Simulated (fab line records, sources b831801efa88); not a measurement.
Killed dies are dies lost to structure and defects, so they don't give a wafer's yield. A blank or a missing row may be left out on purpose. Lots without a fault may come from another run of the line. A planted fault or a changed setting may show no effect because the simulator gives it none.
Which tool did it? | flow gf180mcu | 6 lots, 18 wafers sampled, at 2 steps of a route of 602

WHAT THE GAUGES READ, wafer by wafer
GF_TOP_METAL_RS_MEAS_05: measures by four-point-probe.
lot  | measured     | on            | TOP_METAL_ALCU_RS (ohm/sq)
L276 | day 27 21:31 | film_metro-02 | 0.0326 0.0319 0.0319
L279 | day 29 00:11 | film_metro-01 | 0.0331 0.0333 0.0331
L283 | day 30 03:37 | film_metro-01 | 0.0333 0.0329 0.0330
L287 | day 31 09:04 | film_metro-01 | 0.0179 0.0180 0.0180
L290 | day 32 04:54 | film_metro-02 | 0.0331 0.0331 0.0331
L293 | day 32 17:17 | film_metro-01 | 0.0326 0.0326 0.0330

WHICH TOOL RAN EACH LOT (tool, then ch and the chambers of the sampled wafers, then the start)
lot  | GF_TOP_METAL_SPUTTER_02
L276 | pvd_sputter-02, day 27 21:25
L279 | pvd_sputter-04, day 29 00:04
L283 | pvd_sputter-04, day 30 03:29
L287 | pvd_sputter-04, day 31 08:59
L290 | pvd_sputter-01, day 32 04:47
L293 | pvd_sputter-02, day 32 17:10
- GF_TOP_METAL_SPUTTER_02: material AlCu, target thk 900 nm, time 47.82 s.

THE ANSWER, worked out from the rows above alone
Rule: what is usual is taken from the lots themselves. Put in order of their means at a reading, lots are off if they are a third of the lots or fewer, leave a main group of 4 or more, and stand apart from it by a gap of 3 or more times the standard deviation of the main group's means; of several such gaps the widest counts. A main group whose means are all the same, to the digits that the tables above print for the reading, isn't used. A lot without any number at a reading at which 4 lots or more have one is off too. The other lots that the step has rows for count as sound.
Off: L287, at GF_TOP_METAL_RS_MEAS_05 (TOP_METAL_ALCU_RS). The main group: mean 0.0328 ohm/sq, standard deviation 0.00038.
A tool fits if, at a process step before that reading, it ran every lot that is off, and no sound lot after the first of them. The gauges at GF_TOP_METAL_RS_MEAS_05 are tried like those tools. One fits: pvd_sputter-04 at GF_TOP_METAL_SPUTTER_02. Its last sound lot is L283 (day 30 03:29), its first lot that is off L287 (day 31 08:59): a fault that began between those two fits.

WHAT THE SIMULATOR HAD PUT IN
Process parameter drift: pvd_sputter-04, from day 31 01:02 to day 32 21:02, at GF_TOP_METAL_SPUTTER_02. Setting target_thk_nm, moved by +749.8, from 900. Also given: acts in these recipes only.
Lots struck among those shown: L287. The rule above found the same.
